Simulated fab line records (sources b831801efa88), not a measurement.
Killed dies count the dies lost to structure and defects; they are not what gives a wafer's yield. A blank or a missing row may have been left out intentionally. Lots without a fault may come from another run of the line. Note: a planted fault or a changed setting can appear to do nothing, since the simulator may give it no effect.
The same fault as seen by 2 desks + flow sky130 + numbers are kept per desk, each desk with only its own; the story behind them comes last

== AT THE TOOL OWNER'S DESK: rie-metal-03 ==
The tool's own readings at SKY_LOCAL_INTERCONNECT_METAL_ETCH_14 (etches TiN in Cl2/BCl3, stops on PSG, target depth 110 nm, time 31.4 s): means of the sampled wafers that have a number, for each lot that ran on this tool. If a lot's mean is further than 4 standard deviations from the usual mean, the lot is out of limits and carries the mark OUT (the distance appears in the brackets).
Columns: A = drypump-motor-current-A at SKY_LOCAL_INTERCONNECT_METAL_ETCH_14, usual 6.0 A; B = oes-product-au at SKY_LOCAL_INTERCONNECT_METAL_ETCH_14, usual 0.939 a.u.; C = throttle-valve-pct at SKY_LOCAL_INTERCONNECT_METAL_ETCH_14, usual 21.903 %
| lot  | first seen here | A   | B                | C                 |
|------|-----------------|-----|------------------|-------------------|
| L668 | day 30 15:53    | 6.5 | 0.943            | 21.898            |
| L669 | day 31 00:10    | 6.0 | 0.937            | 21.903            |
| L672 | day 31 23:07    | 6.2 | 0.937            | 21.903            |
| L676 | day 33 10:26    | 5.9 | 0.934            | 21.908            |
| L677 | day 33 21:31    | 5.9 | 0.944            | 21.900            |
| L678 | day 34 05:01    | 5.9 | 0.939            | 21.892            |
| L682 | day 35 01:11    | 5.9 | 0.935            | 21.905            |
| L683 | day 35 08:43    | 6.2 | 0.942            | 21.902            |
| L685 | day 36 03:40    | 5.6 | 0.702 (-29) OUT  | 22.053 (+15) OUT  |
| L687 | day 36 17:02    | 6.2 | 0.862 (-9.4) OUT | 21.954 (+5.1) OUT |
This desk finds L685, L687 out of limits, L685 being first, at day 36 03:40 (oes-product-au at SKY_LOCAL_INTERCONNECT_METAL_ETCH_14). Within limits: L668, L669, L672, L676, L677, L678, L682, L683.

== AT THE METROLOGY DESK ==
What the gauges read for every lot (on any tool): the sampled wafers with a number, averaged. If a lot's mean is further than 4 standard deviations from the usual mean, the lot is out of limits and carries the mark OUT (the distance appears in the brackets).
Columns: A = SD_P_RS at SKY_SD_N_RS_MEAS_17, usual 147.3 ohm/sq; B = RES_XHIGH_RS at SKY_SD_N_RS_MEAS_18, usual 333.7 ohm/sq
| lot  | first seen here | A     | B     |
|------|-----------------|-------|-------|
| L668 | day 28 04:10    | 147.2 | 334.6 |
| L669 | day 28 14:10    | 147.6 | 333.5 |
| L670 | day 29 06:43    | 146.9 | 333.9 |
| L672 | day 29 12:49    | 147.3 | 336.0 |
| L674 | day 30 06:40    | 147.0 | 333.2 |
| L676 | day 31 02:32    | 147.8 | 334.1 |
| L677 | day 31 12:36    | 147.0 | 332.6 |
| L678 | day 31 19:37    | 146.9 | 333.5 |
| L679 | day 32 06:39    | 146.7 | 332.4 |
| L681 | day 32 13:48    | 147.2 | 334.9 |
| L682 | day 32 16:48    | 147.1 | 332.5 |
| L683 | day 33 00:34    | 146.5 | 333.7 |
| L685 | day 33 19:46    | 147.3 | 335.9 |
| L687 | day 34 10:25    | 147.7 | 334.9 |
This desk found nothing out of limits on any of the 14 lots.

== BROUGHT TOGETHER ==
On L685, L687, at day 36 03:40, an alarm was possible from the tool owner's desk.
At the metrology desk, nothing out of limits was observed.
The metrology desk has L685, L687 on record, within its limits.
The lots listed all ran SKY_LOCAL_INTERCONNECT_METAL_ETCH_14 on rie-metal-03.

== WHAT WAS PUT IN BY THE SIMULATOR ==
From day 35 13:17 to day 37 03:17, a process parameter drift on rie-metal-03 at SKY_LOCAL_INTERCONNECT_METAL_ETCH_14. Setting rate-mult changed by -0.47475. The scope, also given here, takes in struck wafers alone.
Lots struck among those shown: L685, L687.
Time in hours from fault onset to the first out-of-limits reading at each desk: the tool owner's desk, 14.
